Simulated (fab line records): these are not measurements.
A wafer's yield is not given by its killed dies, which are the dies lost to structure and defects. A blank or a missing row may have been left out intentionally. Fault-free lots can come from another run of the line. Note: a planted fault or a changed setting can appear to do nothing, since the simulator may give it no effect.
The same fault as seen by 2 desks ; flow gf180mcu ; what lay behind the numbers comes last; until then each desk has only its own

## AT THE TOOL OWNER'S DESK: cvd w-02
The tool's own readings at GF_V1_CVD_23 (deposits W, target thk 350 nm, time 105.05 s): means of the sampled wafers that have a number, for each lot that ran on this tool. If a lot's mean is further than 4 standard deviations from the usual mean, the lot is out of limits and carries the mark OUT (the distance appears in the brackets).
Columns: A = chamber pressure Torr at GF_V1_CVD_23, usual 40.01 Torr; B = heater power w at GF_V1_CVD_23, usual 849 W
lot;first seen here;A;B
L931;day 17 21:28;40.01;868
L932;day 18 00:33;39.94;861
L933;day 18 14:44;39.98;850
L938;day 20 17:10;39.98;811
L939;day 20 23:18;39.90;797
L942;day 21 23:14;40.01;849
L950;day 25 07:29;39.98;852
L951;day 25 14:36;39.88;858
This desk's finding: nothing out of limits on any of the 8 lots.

## AT THE METROLOGY DESK
What the gauges read for every lot (on any tool): the sampled wafers with a number, averaged. If a lot's mean is further than 4 standard deviations from the usual mean, the lot is out of limits and carries the mark OUT (the distance appears in the brackets).
Columns: A = V1_CVD_02_THK at GF_V1_THK_MEAS_03, usual 846 nm; B = cd nm at GF_V1_CD_MEAS_14, usual 259.9 nm; C = V1_W_RS at GF_V1_RS_MEAS_24, usual 0.326 ohm/sq; D = V1_W_THK at GF_V1_THK_MEAS_25, usual 358 nm
lot;first seen here;A;B;C;D
L931;day 16 21:19;857;259.8;0.331;354
L932;day 17 00:22;828;259.7;0.329;350
L933;day 17 13:59;840;260.2;0.328;356
L934;day 18 03:15;842;259.4;0.323;362
L938;day 19 14:59;841;259.5;0.316;373
L939;day 19 21:43;842;258.4;0.323;359
L940;day 20 05:56;834;258.0;0.328;359
L941;day 20 17:26;851;258.5;0.329;357
L942;day 20 22:24;852;260.9;0.323;357
L950;day 24 08:12;841;261.9;0.358 (+6.7) OUT;322 (-5.2) OUT
L951;day 24 15:44;856;259.8;0.357 (+6.4) OUT;332
This desk's finding: out of limits on L950, L951; first on L950, day 25 07:36 (V1_W_RS at GF_V1_RS_MEAS_24). L931, L932, L933, L934, L938, L939, L940, L941, L942: within limits.

## BROUGHT TOGETHER
L950, L951 would have let the metrology desk raise an alarm at day 25 07:36.
The tool owner's desk saw nothing out of limits.
On record at the tool owner's desk: L950, L951, within its limits.
All the named lots went through GF_V1_CVD_23 on cvd w-02.

## WHAT THE SIMULATOR PUT IN
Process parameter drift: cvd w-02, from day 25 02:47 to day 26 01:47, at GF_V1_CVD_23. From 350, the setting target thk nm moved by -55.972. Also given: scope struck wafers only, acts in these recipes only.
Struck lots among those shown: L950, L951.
Per desk, hours elapsed from the start of the fault to the first reading out of limits: for the metrology desk, 5.
